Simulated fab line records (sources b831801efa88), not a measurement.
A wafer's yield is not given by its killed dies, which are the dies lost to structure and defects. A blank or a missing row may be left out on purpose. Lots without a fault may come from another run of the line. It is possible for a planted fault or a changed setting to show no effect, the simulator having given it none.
fab line records	flow sky130
record: lots: 24	wafers: 72	lastDay: 50
route steps=708 shown VIA2@519 VIA3@593 METAL4@602 CAP2M@616
lots untouched by any fault: they come from a run of this same line in which no faults occurred
startH: hours from the record's opening day to when the first of the lot's shown wafers began	waitH: hours elapsed since this lot's preceding step	" identical to the entry in the row above	L1.1+2: one row covering several wafers at once	- no value, or no start was given	* or withheld: withheld	< > ~ a bound
route shown NAME@n: names a module that has steps shown in the file, with the first one's number in the route	usual: mean and standard deviation over wafers with no fault	same: alike in all rows	chamber/n: place in a boat	sites: the reading at each site	_std_site: the values' standard deviation	_edge_site: the outer-site mean with the inner-site mean subtracted	radiusMm: for every site, how far away it sits from the centre of the wafer	mask NAME#n: copy n	behind: tool/chamber where the wafer was last shaped	hold: cause of the lot's hold/its duration in hours/its outcome	device: the n, p or np transistor that did not switch	end of line: the route-end tests of the same wafers	where a step has no rows: the recipe by itself	killed: the dies lost at the first sort to structure and to defects; this is not the yield of the wafer	map: the dies of a wafer, with x for killed, . for not killed, _ for no die there
set.NAME: the setting as run; set.NAME@STEP: as run at that earlier step	model.NAME: the simulator's own value behind a step, which no gauge read
steps of the route over a sample of lots; a table a step, a row a wafer
services: when a tool's chamber went out of use (startH, in hours from the record's first day, below 0 if earlier), for how many hours, and the reason
== steps ==
step: SKY_VIA2_CD_MEAS_12
recipe: targetCdNm: 200
usual: cdNm: 199.9/1.3
lot.wafer	tool	chamber	startH	waitH	cdNm
L074.3	cdSem-02	-	865.88	-	200.6
L074.4	"	-	"	"	200.4
L074.5	"	-	"	"	199.3
L075.2	cdSem-02	-	874.95	-	197.9
L075.3	"	-	"	"	199.0
L075.5	"	-	"	"	199.3
L076.4	cdSem-01	-	886.34	-	198.3
L076.5	"	-	"	"	198.4
L076.6	"	-	"	"	199.7
L077.1	cdSem-01	-	886.63	-	199.5
L077.2	"	-	"	"	198.2
L077.6	"	-	"	"	198.6
L078.2	cdSem-02	-	891.01	-	200.3
L078.3	"	-	"	"	200.2
L078.4	"	-	"	"	200.7
L079.1	cdSem-02	-	892.56	-	200.3
L079.3	"	-	"	"	202.0
L079.6	"	-	"	"	201.9
L080.2	cdSem-01	-	903.95	-	199.1
L080.5	"	-	"	"	199.6
L080.6	"	-	"	"	198.9
L081.1	cdSem-01	-	907.66	-	199.4
L081.4	"	-	"	"	200.6
L081.6	"	-	"	"	200.0
L082.1	cdSem-02	-	919.44	-	201.6
L082.5	"	-	"	"	200.6
L082.6	"	-	"	"	201.3
L083.2	cdSem-01	-	923.69	-	200.9
L083.3	"	-	"	"	201.2
L083.5	"	-	"	"	201.3
L084.3	cdSem-01	-	930.38	-	198.4
L084.4	"	-	"	"	198.7
L084.6	"	-	"	"	198.6
L085.1	cdSem-02	-	933.79	-	200.8
L085.2	"	-	"	"	199.6
L085.3	"	-	"	"	200.5
L086.1	cdSem-01	-	936.89	-	199.1
L086.4	"	-	"	"	199.0
L086.5	"	-	"	"	199.5
L088.1	cdSem-01	-	953.33	-	197.4
L088.3	"	-	"	"	196.7
L088.5	"	-	"	"	197.9
L087.2	cdSem-02	-	954.49	-	197.8
L087.3	"	-	"	"	198.5
L087.4	"	-	"	"	198.3
L089.3	cdSem-01	-	961.66	-	201.2
L089.4	"	-	"	"	200.0
L089.6	"	-	"	"	200.4
L091.1	cdSem-02	-	970.98	-	200.7
L091.3	"	-	"	"	200.8
L091.6	"	-	"	"	202.3
L090.1	cdSem-02	-	972.39	-	200.6
L090.3	"	-	"	"	201.4
L090.6	"	-	"	"	199.9
L092.1	cdSem-02	-	978.09	-	199.6
L092.5	"	-	"	"	199.6
L092.6	"	-	"	"	199.9
L093.2	cdSem-01	-	988.46	-	201.2
L093.3	"	-	"	"	200.5
L093.6	"	-	"	"	199.6
L094.2	cdSem-02	-	991.30	-	199.6
L094.5	"	-	"	"	199.4
L094.6	"	-	"	"	199.4
L095.2	cdSem-02	-	1005.76	-	199.8
L095.4	"	-	"	"	199.7
L095.5	"	-	"	"	200.8
L096.3	cdSem-01	-	1007.98	-	200.3
L096.4	"	-	"	"	198.7
L096.5	"	-	"	"	197.7
L097.1	cdSem-01	-	1012.14	-	201.0
L097.3	"	-	"	"	199.8
L097.5	"	-	"	"	201.2
step: SKY_VIA3_SPUTTER_20
recipe: material: TiN	targetThkNm: 20	chamberPressurePa: 5	powerW: 4000	timeS: 80
usual: throttleValvePct: 30.6/1.1
lot.wafer	tool	chamber	startH	waitH	throttleValvePct
L074.3	pvdSputter-02	-	946.73	0.0	29.2
L074.4	"	-	"	"	31.5
L074.5	"	-	"	"	31.9
L075.2	pvdSputter-01	-	954.99	0.0	30.2
L075.3	"	-	"	"	30.8
L075.5	"	-	"	"	30.7
L077.1	pvdSputter-03	-	965.13	0.0	28.7
L077.2	"	-	"	"	30.6
L077.6	"	-	"	"	28.5
L076.4	pvdSputter-03	-	967.88	0.0	30.7
L076.5	"	-	"	"	28.2
L076.6	"	-	"	"	30.7
L078.2	pvdSputter-03	-	969.64	0.0	30.6
L078.3	"	-	"	"	30.7
L078.4	"	-	"	"	28.5
L079.1	pvdSputter-03	-	972.53	0.0	28.5
L079.3	"	-	"	"	30.9
L079.6	"	-	"	"	30.2
L080.2	pvdSputter-02	-	981.73	0.0	31.1
L080.5	"	-	"	"	32.0
L080.6	"	-	"	"	31.1
L081.1	pvdSputter-02	-	985.33	0.0	31.8
L081.4	"	-	"	"	29.2
L081.6	"	-	"	"	31.8
L082.1	pvdSputter-02	-	997.69	0.0	31.7
L082.5	"	-	"	"	31.2
L082.6	"	-	"	"	28.9
L083.2	pvdSputter-02	-	1001.25	0.0	32.1
L083.3	"	-	"	"	31.5
L083.5	"	-	"	"	31.6
L084.3	pvdSputter-02	-	1006.24	0.0	32.0
L084.4	"	-	"	"	31.2
L084.6	"	-	"	"	31.3
L085.1	pvdSputter-01	-	1010.30	0.0	30.2
L085.2	"	-	"	"	30.7
L085.3	"	-	"	"	29.2
L086.1	pvdSputter-03	-	1012.95	0.0	30.7
L086.4	"	-	"	"	30.3
L086.5	"	-	"	"	30.4
L088.1	pvdSputter-02	-	1029.73	0.0	31.8
L088.3	"	-	"	"	31.6
L088.5	"	-	"	"	29.6
L087.2	pvdSputter-02	-	1030.24	0.0	31.9
L087.3	"	-	"	"	29.2
L087.4	"	-	"	"	31.6
L089.3	pvdSputter-01	-	1036.58	0.0	30.5
L089.4	"	-	"	"	30.9
L089.6	"	-	"	"	30.1
L091.1	pvdSputter-02	-	1045.95	0.0	31.8
L091.3	"	-	"	"	32.3
L091.6	"	-	"	"	31.8
L092.1	pvdSputter-02	-	1052.31	0.0	31.8
L092.5	"	-	"	"	31.7
L092.6	"	-	"	"	31.3
L090.1	pvdSputter-02	-	1053.15	0.0	31.9
L090.3	"	-	"	"	31.5
L090.6	"	-	"	"	31.7
L093.2	pvdSputter-03	-	1060.51	0.0	28.6
L093.3	"	-	"	"	30.4
L093.6	"	-	"	"	30.0
L094.2	pvdSputter-03	-	1062.77	0.0	30.3
L094.5	"	-	"	"	30.4
L094.6	"	-	"	"	30.0
L095.2	pvdSputter-01	-	1077.77	0.0	30.9
L095.4	"	-	"	"	30.7
L095.5	"	-	"	"	30.5
L096.3	pvdSputter-02	-	1079.58	0.0	29.2
L096.4	"	-	"	"	31.3
L096.5	"	-	"	"	32.0
L097.1	pvdSputter-02	-	1083.27	0.0	31.5
L097.3	"	-	"	"	32.0
L097.5	"	-	"	"	32.2
step: SKY_METAL4_SPUTTER_04
recipe: material: TiN	targetThkNm: 70	powerW: 6500	timeS: 58.3	chamberPressurePa: 0.4
usual: throttleValvePct: 30.4/0.71
lot.wafer	tool	chamber	startH	waitH	throttleValvePct
L074.3	pvdSputter-04	-	947.50	0.0	30.0
L074.4	"	-	"	"	30.0
L074.5	"	-	"	"	30.3
L075.2	pvdSputter-02	-	955.76	0.0	32.3
L075.3	"	-	"	"	28.9
L075.5	"	-	"	"	31.9
L077.1	pvdSputter-02	-	965.90	0.0	31.4
L077.2	"	-	"	"	31.3
L077.6	"	-	"	"	29.3
L076.4	pvdSputter-04	-	968.65	0.0	30.3
L076.5	"	-	"	"	29.9
L076.6	"	-	"	"	30.5
L078.2	pvdSputter-04	-	970.41	0.0	30.6
L078.3	"	-	"	"	30.5
L078.4	"	-	"	"	30.2
L079.1	pvdSputter-04	-	973.30	0.0	30.5
L079.3	"	-	"	"	30.4
L079.6	"	-	"	"	29.6
L080.2	pvdSputter-01	-	982.50	0.0	30.4
L080.5	"	-	"	"	30.9
L080.6	"	-	"	"	30.7
L081.1	pvdSputter-01	-	997.60	0.0	30.2
L081.4	"	-	"	"	30.9
L081.6	"	-	"	"	30.5
L082.1	pvdSputter-01	-	998.46	0.0	29.3
L082.5	"	-	"	"	29.4
L082.6	"	-	"	"	30.9
L083.2	pvdSputter-01	-	1002.02	0.0	30.9
L083.3	"	-	"	"	29.2
L083.5	"	-	"	"	29.5
L084.3	pvdSputter-01	-	1007.01	0.0	30.4
L084.4	"	-	"	"	30.5
L084.6	"	-	"	"	30.5
L085.1	pvdSputter-04	-	1011.07	0.0	30.6
L085.2	"	-	"	"	29.9
L085.3	"	-	"	"	30.3
L086.1	pvdSputter-01	-	1013.72	0.0	30.9
L086.4	"	-	"	"	29.1
L086.5	"	-	"	"	31.1
L088.1	pvdSputter-04	-	1030.50	0.0	29.9
L088.3	"	-	"	"	30.8
L088.5	"	-	"	"	30.0
L087.2	pvdSputter-01	-	1031.01	0.0	30.3
L087.3	"	-	"	"	31.1
L087.4	"	-	"	"	30.5
L089.3	pvdSputter-01	-	1037.35	0.0	30.1
L089.4	"	-	"	"	30.8
L089.6	"	-	"	"	30.2
L091.1	pvdSputter-01	-	1046.72	0.0	30.3
L091.3	"	-	"	"	31.1
L091.6	"	-	"	"	30.1
L092.1	pvdSputter-04	-	1053.47	0.0	30.3
L092.5	"	-	"	"	29.7
L092.6	"	-	"	"	30.1
L090.1	pvdSputter-04	-	1054.04	0.0	29.7
L090.3	"	-	"	"	30.8
L090.6	"	-	"	"	30.3
L093.2	pvdSputter-04	-	1061.40	0.0	30.8
L093.3	"	-	"	"	30.2
L093.6	"	-	"	"	30.2
L094.2	pvdSputter-02	-	1063.66	0.0	32.2
L094.5	"	-	"	"	31.6
L094.6	"	-	"	"	31.8
L096.3	pvdSputter-02	-	1080.35	0.0	31.3
L096.4	"	-	"	"	31.7
L096.5	"	-	"	"	31.9
L095.2	pvdSputter-01	-	1083.86	0.0	30.4
L095.4	"	-	"	"	30.8
L095.5	"	-	"	"	29.5
L097.1	pvdSputter-04	-	1084.04	0.0	30.4
L097.3	"	-	"	"	30.6
L097.5	"	-	"	"	30.3
step: SKY_CAP2M_METAL_ETCH_13
recipe: targetDepthNm: 220	stopOn: SiO2	chemistry: Cl2/BCl3	target: TiN	pressureMtorr: 10	icpW: 900	biasW: 48.5	Cl2_flow_sccm: 60	bcl3FlowSccm: 30	timeS: 62.9
usual: drypumpMotorCurrentA: 5.5/0.47	mfcCl2Sccm: 60.01/0.19	oesProductAu: 0.941/0.0084	throttleValvePct: 21.902/0.01
lot.wafer	tool	chamber	startH	waitH	drypumpMotorCurrentA	mfcCl2Sccm	oesProductAu	rfHoursCounterH	throttleValvePct
L074.3	rieMetal-04	1	971.64	0.0	5.8	59.86	0.940	-	21.894
L074.4	"	0	"	"	4.8	59.99	0.954	-	21.886
L074.5	"	0	"	"	4.8	59.67	0.947	-	21.911
L075.2	rieMetal-03	0	979.92	0.0	5.2	60.09	0.934	4	21.909
L075.3	"	0	"	"	5.2	60.09	0.944	-	21.895
L075.5	"	0	"	"	5.2	60.17	0.952	-	21.899
L077.1	rieMetal-03	0	990.02	0.0	5.3	60.26	0.930	4	21.912
L077.2	"	1	"	"	6.0	59.96	0.940	8	21.887
L077.6	"	0	"	"	5.3	59.64	0.942	-	21.892
L076.4	rieMetal-01	1	991.65	0.0	5.9	60.02	0.953	-	21.906
L076.5	"	0	"	"	5.1	60.15	0.948	-	21.906
L076.6	"	1	"	"	5.9	60.09	0.944	-	21.904
L078.2	rieMetal-04	0	993.52	0.0	4.8	60.14	0.925	17	21.908
L078.3	"	0	"	"	4.8	60.50	0.942	-	21.882
L078.4	"	1	"	"	5.9	59.97	0.944	-	21.896
L079.1	rieMetal-04	0	997.10	0.0	4.8	59.98	0.941	17	21.904
L079.3	"	1	"	"	5.8	60.04	0.930	-	21.899
L079.6	"	1	"	"	5.8	59.92	0.939	-	21.890
L080.2	rieMetal-04	0	1006.25	0.0	4.8	59.79	0.949	18	21.890
L080.5	"	1	"	"	5.8	60.11	0.949	-	21.903
L080.6	"	0	"	"	4.8	59.90	0.928	-	21.902
L081.1	rieMetal-04	0	1021.17	0.0	4.8	60.32	0.933	18	21.896
L081.4	"	1	"	"	5.8	59.91	0.948	-	21.889
L081.6	"	1	"	"	5.8	60.08	0.940	-	21.914
L082.1	rieMetal-03	0	1022.07	0.0	5.3	60.10	0.929	6	21.910
L082.5	"	0	"	"	5.3	59.94	0.942	-	21.898
L082.6	"	1	"	"	6.0	60.33	0.946	-	21.897
L083.2	rieMetal-03	1	1024.87	0.0	6.0	59.97	0.943	11	21.894
L083.3	"	0	"	"	5.2	60.30	0.958	-	21.881
L083.5	"	1	"	"	6.0	59.90	0.956	-	21.895
L084.3	rieMetal-03	0	1030.54	0.0	5.2	60.05	0.944	-	21.888
L084.4	"	1	"	"	6.0	60.29	0.947	-	21.901
L084.6	"	1	"	"	6.0	60.12	0.949	-	21.881
L085.1	rieMetal-04	1	1033.97	0.0	5.8	60.03	0.939	5	21.908
L085.2	"	0	"	"	4.8	59.85	0.950	19	21.917
L085.3	"	0	"	"	4.8	60.04	0.941	-	21.919
L086.1	rieMetal-04	0	1036.77	0.0	4.8	59.93	0.942	19	21.907
L086.4	"	0	"	"	4.8	60.07	0.934	-	21.911
L086.5	"	0	"	"	4.8	59.89	0.938	-	21.910
L088.1	rieMetal-01	0	1054.12	0.0	5.1	60.05	0.933	11	21.911
L088.3	"	0	"	"	5.1	59.65	0.943	-	21.908
L088.5	"	0	"	"	5.1	59.88	0.939	-	21.902
L087.2	rieMetal-01	1	1054.25	0.0	5.9	60.03	0.926	22	21.913
L087.3	"	1	"	"	5.9	59.97	0.951	-	21.906
L087.4	"	0	"	"	5.1	59.87	0.931	-	21.913
L089.3	rieMetal-04	1	1059.30	0.1	5.8	60.42	0.932	-	21.890
L089.4	"	1	"	"	5.8	60.15	0.948	-	21.893
L089.6	"	1	"	"	5.8	60.30	0.938	-	21.914
L091.1	rieMetal-04	1	1068.22	0.0	5.8	59.94	0.929	9	21.915
L091.3	"	1	"	"	5.8	60.27	0.951	-	21.910
L091.6	"	1	"	"	5.8	60.29	0.923	-	21.902
L092.1	rieMetal-03	1	1074.82	0.0	6.0	60.16	0.936	14	21.904
L092.5	"	1	"	"	6.0	60.21	0.931	-	21.900
L092.6	"	0	"	"	5.2	59.81	0.942	-	21.915
L090.1	rieMetal-04	1	1075.35	0.0	5.8	59.78	0.934	9	21.899
L090.3	"	1	"	"	5.8	59.96	0.940	-	21.909
L090.6	"	1	"	"	5.9	59.93	0.933	-	21.913
L093.2	rieMetal-03	0	1082.77	0.0	5.3	59.97	0.947	10	21.906
L093.3	"	0	"	"	5.3	59.98	0.960	-	21.895
L093.6	"	0	"	"	5.3	60.11	0.951	-	21.883
L094.2	rieMetal-04	0	1085.72	0.0	4.8	59.73	0.922	2	21.918
L094.5	"	0	"	"	4.8	60.05	0.934	-	21.908
L094.6	"	1	"	"	5.9	59.81	0.925	-	21.908
L096.3	rieMetal-04	1	1102.20	0.1	5.8	60.24	0.944	-	21.904
L096.4	"	0	"	"	4.8	59.91	0.943	-	21.898
L096.5	"	0	"	"	4.8	59.86	0.934	-	21.905
L095.2	rieMetal-04	0	1105.07	0.0	4.8	59.80	0.944	3	21.902
L095.4	"	1	"	"	5.8	59.98	0.941	-	21.906
L095.5	"	0	"	"	4.8	59.81	0.943	-	21.905
L097.1	rieMetal-01	0	1105.37	0.0	5.1	59.89	0.940	15	21.878
L097.3	"	1	"	"	5.9	60.06	0.934	-	21.908
L097.5	"	1	"	"	5.9	60.01	0.943	-	21.899
step: SKY_METAL4_METAL_ETCH_18
recipe: targetDepthA: 8450	stopOn: SiO2	overEtchFrac: 0.3	timeS: 183.1	chemistry: Cl2/BCl3	resistSidewallDeg: 88	pressureMtorr: 10	icpW: 900	biasW: 48.5	Cl2_flow_sccm: 60	bcl3FlowSccm: 30
usual: drypumpMotorCurrentA: 5.7/0.43	mfcCl2Sccm: 60.01/0.15	oesProductAu: 0.864/0.0068	throttleValvePct: 22.263/0.0091
lot.wafer	tool	chamber	startH	waitH	drypumpMotorCurrentA	mfcCl2Sccm	oesProductAu	rfHoursCounterH	throttleValvePct
L074.3	rieMetal-02	0	996.42	0.1	6.3	60.15	0.862	-	22.275
L074.4	"	1	"	"	5.8	60.11	0.856	-	22.269
L074.5	"	0	"	"	6.3	59.70	0.863	-	22.247
L075.2	rieMetal-01	0	1004.26	0.0	5.1	60.18	0.860	8	22.244
L075.3	"	0	"	"	5.1	60.04	0.874	-	22.264
L075.5	"	1	"	"	5.9	60.03	0.869	-	22.267
L077.1	rieMetal-02	1	1014.07	0.0	5.8	59.72	0.861	20	22.262
L077.2	"	0	"	"	6.3	60.18	0.863	13	22.263
L077.6	"	1	"	"	5.8	60.09	0.870	-	22.258
L076.4	rieMetal-03	1	1015.61	0.2	6.0	60.00	0.864	-	22.270
L076.5	"	1	"	"	6.0	60.09	0.862	-	22.277
L076.6	"	1	"	"	6.0	59.86	0.853	-	22.250
L078.2	rieMetal-03	0	1017.52	0.0	5.3	59.89	0.870	5	22.245
L078.3	"	1	"	"	6.0	59.87	0.863	-	22.275
L078.4	"	0	"	"	5.3	60.20	0.865	-	22.271
L079.1	rieMetal-01	1	1021.76	0.0	5.9	60.16	0.865	20	22.245
L079.3	"	1	"	"	5.9	60.23	0.862	-	22.243
L079.6	"	0	"	"	5.1	60.00	0.864	-	22.259
L080.2	rieMetal-01	1	1030.67	0.0	5.9	60.11	0.857	21	22.248
L080.5	"	1	"	"	5.9	60.06	0.858	-	22.268
L080.6	"	0	"	"	5.1	59.97	0.854	-	22.262
L081.1	rieMetal-03	0	1044.71	0.0	5.3	59.78	0.856	7	22.262
L081.4	"	1	"	"	6.0	59.96	0.861	-	22.250
L081.6	"	0	"	"	5.2	59.94	0.861	-	22.268
L082.1	rieMetal-02	1	1046.04	0.0	5.8	59.98	0.858	22	22.247
L082.5	"	1	"	"	5.8	59.96	0.855	-	22.278
L082.6	"	0	"	"	6.3	59.62	0.871	-	22.287
L083.2	rieMetal-02	0	1048.57	0.0	6.3	60.03	0.859	15	22.265
L083.3	"	1	"	"	5.8	59.99	0.850	-	22.256
L083.5	"	0	"	"	6.2	60.11	0.858	-	22.261
L084.3	rieMetal-01	0	1053.72	0.1	5.1	60.15	0.861	-	22.265
L084.4	"	1	"	"	5.9	60.17	0.870	-	22.269
L084.6	"	0	"	"	5.1	60.10	0.875	-	22.267
L085.1	rieMetal-02	0	1056.79	0.0	6.3	59.64	0.865	16	22.270
L085.2	"	1	"	"	5.9	60.19	0.864	24	22.267
L085.3	"	1	"	"	5.8	60.08	0.863	-	22.274
L086.1	rieMetal-03	1	1060.31	0.0	6.0	60.03	0.871	13	22.252
L086.4	"	1	"	"	6.0	59.98	0.858	-	22.272
L086.5	"	0	"	"	5.3	60.05	0.875	-	22.272
L087.2	rieMetal-01	0	1076.16	0.0	5.1	59.96	0.864	13	22.252
L087.3	"	1	"	"	5.9	60.07	0.865	-	22.265
L087.4	"	0	"	"	5.1	60.15	0.862	-	22.256
L088.1	rieMetal-02	1	1076.51	0.0	5.9	60.06	0.857	25	22.245
L088.3	"	1	"	"	5.8	60.47	0.862	-	22.272
L088.5	"	0	"	"	6.2	59.57	0.865	-	22.260
L089.3	rieMetal-02	0	1081.04	0.1	6.2	59.87	0.863	-	22.272
L089.4	"	1	"	"	5.8	59.77	0.857	-	22.261
L089.6	"	0	"	"	6.2	60.02	0.863	-	22.255
L091.1	rieMetal-03	1	1090.57	0.0	6.0	59.91	0.859	15	22.273
L091.3	"	0	"	"	5.2	60.01	0.862	-	22.278
L091.6	"	0	"	"	5.2	60.03	0.862	-	22.249
L092.1	rieMetal-01	0	1096.76	0.0	5.1	59.83	0.865	14	22.254
L092.5	"	0	"	"	5.1	59.91	0.874	-	22.252
L092.6	"	1	"	"	5.9	59.92	0.860	-	22.276
L090.1	rieMetal-01	0	1097.79	0.0	5.1	60.19	0.860	15	22.272
L090.3	"	0	"	"	5.1	59.93	0.867	-	22.261
L090.6	"	1	"	"	5.9	59.91	0.865	-	22.241
L093.2	rieMetal-03	0	1105.00	0.0	5.3	60.20	0.859	11	22.262
L093.3	"	1	"	"	6.0	60.22	0.876	-	22.258
L093.6	"	0	"	"	5.3	60.14	0.876	-	22.255
L094.2	rieMetal-03	0	1107.65	0.0	5.2	60.12	0.862	12	22.275
L094.5	"	1	"	"	6.0	59.88	0.864	-	22.248
L094.6	"	0	"	"	5.2	60.09	0.860	-	22.271
L096.3	rieMetal-02	0	1123.98	0.1	6.2	60.13	0.881	-	22.259
L096.4	"	1	"	"	5.8	59.74	0.871	-	22.271
L096.5	"	0	"	"	6.2	60.14	0.878	-	22.260
L095.2	rieMetal-01	0	1126.49	0.1	5.1	60.02	0.860	-	22.267
L095.4	"	0	"	"	5.1	60.13	0.869	-	22.266
L095.5	"	0	"	"	5.1	60.12	0.863	-	22.274
L097.1	rieMetal-01	0	1127.14	0.0	5.1	60.08	0.850	18	22.269
L097.3	"	0	"	"	5.1	59.95	0.863	-	22.273
L097.5	"	0	"	"	5.1	60.20	0.866	-	22.257
step: SKY_METAL4_STRIP_19
recipe: chemistry: O2/N2	powerW: 1400	pressureMtorr: 1500	platenTempC: withheld	o2FlowSccm: 3000	n2FlowSccm: 300	overashFraction: 0.5
usual: drypumpMotorCurrentA: 5.8/0.53	oesProductAu: 0.500/0.0067	stripTimeToEndpointS: 6.46/0.13
lot.wafer	tool	chamber	startH	waitH	drypumpMotorCurrentA	oesProductAu	rfHoursCounterH	stripTimeToEndpointS
L074.3	plasmaAsher-01	1	996.57	0.1	5.6	0.502	-	6.59
L074.4	"	0	"	"	6.4	0.500	-	6.35
L074.5	"	0	"	"	6.4	0.503	-	6.61
L075.2	plasmaAsher-04	1	1004.44	0.1	6.0	0.491	117	6.24
L075.3	"	0	"	"	5.8	0.498	-	6.23
L075.5	"	1	"	"	6.0	0.500	-	6.51
L077.1	plasmaAsher-04	1	1014.25	0.1	6.0	0.503	118	6.43
L077.2	"	0	"	"	5.8	0.510	118	6.61
L077.6	"	1	"	"	6.0	0.501	-	6.49
L076.4	plasmaAsher-01	1	1015.82	0.2	5.6	0.501	-	6.47
L076.5	"	1	"	"	5.7	0.507	-	6.50
L076.6	"	0	"	"	6.4	0.502	-	6.43
L078.2	plasmaAsher-03	0	1017.70	0.1	4.9	0.492	88	6.44
L078.3	"	0	"	"	4.9	0.507	-	6.45
L078.4	"	1	"	"	6.3	0.500	-	6.45
L079.1	plasmaAsher-04	1	1021.94	0.1	6.0	0.499	118	6.50
L079.3	"	0	"	"	5.7	0.495	-	6.39
L079.6	"	0	"	"	5.8	0.492	-	6.25
L080.2	plasmaAsher-04	1	1030.85	0.1	6.0	0.507	119	6.56
L080.5	"	1	"	"	6.0	0.501	-	6.55
L080.6	"	0	"	"	5.8	0.498	-	6.34
L081.1	plasmaAsher-01	1	1044.89	0.1	5.6	0.498	30	6.40
L081.4	"	0	"	"	6.4	0.496	-	6.50
L081.6	"	1	"	"	5.7	0.485	-	6.45
L082.1	plasmaAsher-01	0	1046.21	0.1	6.4	0.498	30	6.49
L082.5	"	1	"	"	5.6	0.501	-	6.46
L082.6	"	0	"	"	6.4	0.504	-	6.61
L083.2	plasmaAsher-03	1	1048.75	0.1	6.3	0.503	92	6.56
L083.3	"	0	"	"	4.9	0.496	-	6.42
L083.5	"	0	"	"	4.9	0.504	-	6.57
L084.3	plasmaAsher-03	1	1053.87	0.1	6.3	0.495	-	6.31
L084.4	"	0	"	"	4.9	0.495	-	6.54
L084.6	"	0	"	"	4.9	0.494	-	6.34
L085.1	plasmaAsher-03	1	1056.96	0.1	6.3	0.507	93	6.66
L085.2	"	0	"	"	4.9	0.503	93	6.53
L085.3	"	0	"	"	4.9	0.499	-	6.50
L086.1	plasmaAsher-01	0	1060.49	0.1	6.4	0.510	31	6.54
L086.4	"	1	"	"	5.6	0.508	-	6.51
L086.5	"	1	"	"	5.6	0.502	-	6.52
L087.2	plasmaAsher-01	1	1076.34	0.1	5.6	0.490	33	6.24
L087.3	"	1	"	"	5.6	0.496	-	6.51
L087.4	"	0	"	"	6.4	0.494	-	6.24
L088.1	plasmaAsher-04	1	1076.69	0.1	5.9	0.498	1	6.42
L088.3	"	0	"	"	5.7	0.506	-	6.50
L088.5	"	0	"	"	5.8	0.509	-	6.74
L089.3	plasmaAsher-03	1	1081.20	0.1	6.3	0.505	-	6.60
L089.4	"	0	"	"	4.9	0.497	-	6.41
L089.6	"	1	"	"	6.3	0.504	-	6.64
L091.1	plasmaAsher-01	1	1090.75	0.1	5.6	0.496	34	6.48
L091.3	"	0	"	"	6.4	0.499	-	6.58
L091.6	"	1	"	"	5.6	0.512	-	6.51
L092.1	plasmaAsher-01	0	1096.94	0.1	6.4	0.501	35	6.31
L092.5	"	0	"	"	6.4	0.496	-	6.43
L092.6	"	1	"	"	5.6	0.508	-	6.67
L090.1	plasmaAsher-03	0	1097.96	0.1	4.9	0.502	97	6.36
L090.3	"	0	"	"	4.9	0.496	-	6.31
L090.6	"	1	"	"	6.3	0.506	-	6.60
L093.2	plasmaAsher-03	1	1105.18	0.1	6.3	0.504	97	6.43
L093.3	"	1	"	"	6.3	0.494	-	6.41
L093.6	"	0	"	"	4.9	0.494	-	6.43
L094.2	plasmaAsher-03	1	1107.83	0.1	6.3	0.496	98	6.46
L094.5	"	1	"	"	6.3	0.500	-	6.54
L094.6	"	0	"	"	4.9	0.506	-	6.53
L096.3	plasmaAsher-04	0	1124.13	0.1	5.8	0.507	-	6.67
L096.4	"	1	"	"	6.0	0.505	-	6.51
L096.5	"	1	"	"	6.0	0.510	-	6.63
L095.2	plasmaAsher-01	0	1126.79	0.2	6.4	0.487	38	6.32
L095.4	"	1	"	"	5.6	0.503	-	6.29
L095.5	"	1	"	"	5.6	0.493	-	6.30
L097.1	plasmaAsher-03	1	1127.49	0.3	6.3	0.497	100	6.22
L097.3	"	1	"	"	6.3	0.481	-	6.25
L097.5	"	0	"	"	4.9	0.482	-	6.23
== services ==
tool	chamber	startH	hours	kind
pvdSputter-04	-	925.62	4.7	repair
rieMetal-04	1	937.43	-	clean
plasmaAsher-04	-	943.23	3.5	repair
pvdSputter-01	-	948.52	2.6	repair
pvdSputter-04	-	954.48	9.7	repair
pvdSputter-01	-	959.56	3.6	repair
rieMetal-03	1	966.46	2.9	repair
rieMetal-04	0	972.85	15.9	repair
plasmaAsher-01	-	975.79	6.1	repair
rieMetal-03	0	1014.92	2.2	repair
plasmaAsher-01	-	1020.89	3.7	repair
pvdSputter-01	3	1027.14	-	consumableReplace:kit
pvdSputter-01	3	1027.14	18.0	scheduledDown
pvdSputter-01	3	1027.14	18.0	ventCycle
plasmaAsher-04	-	1055.25	9.0	pm
pvdSputter-04	-	1062.22	9.8	repair
pvdSputter-01	2	1084.10	-	consumableReplace:kit
pvdSputter-01	2	1084.10	18.0	scheduledDown
pvdSputter-01	2	1084.10	18.0	ventCycle
pvdSputter-02	2	1084.40	-	consumableReplace:kit
pvdSputter-02	2	1084.40	18.0	scheduledDown
pvdSputter-02	2	1084.40	18.0	ventCycle
rieMetal-01	-	1106.04	1.6	repair
rieMetal-03	-	1126.13	2.8	pm
== key ==
fault none
